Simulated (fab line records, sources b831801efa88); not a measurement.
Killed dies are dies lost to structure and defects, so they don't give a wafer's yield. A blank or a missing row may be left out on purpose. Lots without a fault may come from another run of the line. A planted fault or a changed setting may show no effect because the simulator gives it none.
A struck lot beside a sound one | flow sky130 | 35 steps out of a route of 708
Sound: wafers L260.1, L260.4, L260.5. Struck: wafers L264.4, L264.5, L264.6. The cause comes at the end.
At each step with rows: each side's tool, then ch and its chambers, then its first start. Under that, the readings that differ: sound wafers | struck wafers | difference of the means | sigmas: that difference in standard deviations of wafers without a fault.
alike: readings whose means differ by less than 2 such deviations, and words and numbers that are the same on both sides. not compared: withheld readings, readings that some wafer has no value for, bounds like >300 that may hide the same value, and numbers for which the record gives no deviation and whose values overlap.
The two part at a step that has a row with sigmas, a row that says differs or no value, or rows on one side only. Numbers that don't overlap but have no deviation are shown without sigmas and don't part them. A reading that every wafer of one side lacks parts them only if that side has two wafers or more.

first, 10 steps without rows for these wafers: SKY_LDD_LDN_SOFTBAKE_03 (time 60 s); SKY_LDD_LDN_EXPOSE_04 (exposes mask LDNTM, target cd 700 nm); SKY_LDD_LDN_PEB_05; SKY_LDD_LDN_DEVELOP_06 (develop time 60 s); SKY_LDD_LDN_IMPLANT_08; SKY_LDD_LDN_IMPLANT_09; SKY_LDD_LDN_IMPLANT_10; SKY_LDD_LDN_IMPLANT_11; SKY_LDD_LDN_STRIP_12 (strips in O2/N2); SKY_LDD_LDN_CLEAN_14 (cleans in SC1/SC2, time 150 s).
SKY_SPACER_CVD_00: deposits Si3N4 from DCS/NH3, target thk 43.1 nm, time 740 s.
  sound on lpcvd-02 ch 0, day 24 19:21; struck on lpcvd-02 ch 1, day 26 07:31
  alike: spike_tc_lower_C
then, 23 steps without rows for these wafers: SKY_SPACER_ETCHBACK_02 (etches Si3N4 in CH3F/O2, stops on SiO2, time 46.7 s, target depth 45 nm); SKY_POLY_CUT_DEHYDRATE_00 (time 60 s); SKY_POLY_CUT_HMDS_01 (prime time 60 s); SKY_POLY_CUT_COAT_02 (resist thk 60 nm); SKY_POLY_CUT_COAT_03 (resist thk 450 nm); SKY_POLY_CUT_SOFTBAKE_04 (time 90 s); SKY_POLY_CUT_EXPOSE_05 (exposes mask NPCM, target cd 270 nm); SKY_POLY_CUT_PEB_06; SKY_POLY_CUT_DEVELOP_07 (develop time 60 s); SKY_POLY_CUT_ETCH_10 (etches BARC in N2/H2, stops on SiO2, time 45.9 s, target depth 60 nm); SKY_POLY_CUT_ETCH_11 (etches Si3N4 in CF4/CH2F2/Ar, stops on poly-Si, time 42.5 s, target depth 60 nm); SKY_POLY_CUT_STRIP_12 (strips in O2/N2); SKY_SD_P_DEHYDRATE_00 (time 60 s); SKY_SD_P_HMDS_01 (prime time 60 s); SKY_SD_P_COAT_02 (resist thk 1140 nm); SKY_SD_P_SOFTBAKE_03 (time 60 s); SKY_SD_P_EXPOSE_04 (exposes mask PSDM, target cd 380 nm); SKY_SD_P_PEB_05; SKY_SD_P_DEVELOP_06 (develop time 60 s); SKY_SD_P_IMPLANT_09; SKY_SD_P_STRIP_10 (strips in O2/N2); SKY_RES_XHIGH_DEHYDRATE_00 (time 60 s); SKY_RES_XHIGH_HMDS_01 (prime time 60 s).
-- the record jumps here: 22 days lie between the struck wafers' starts before and after (it left off in module RES_XHIGH and takes up again in module PAD_OPEN, whose first step shown is number 708 of the route) --
SKY_PAD_OPEN_PROBE_99:
  the record has rows for the struck wafers here (prober-01, day 48 08:19) and none for the sound ones

WHERE THEY PART
Only at SKY_PAD_OPEN_PROBE_99, within this record.

WHY: what the simulator had put in
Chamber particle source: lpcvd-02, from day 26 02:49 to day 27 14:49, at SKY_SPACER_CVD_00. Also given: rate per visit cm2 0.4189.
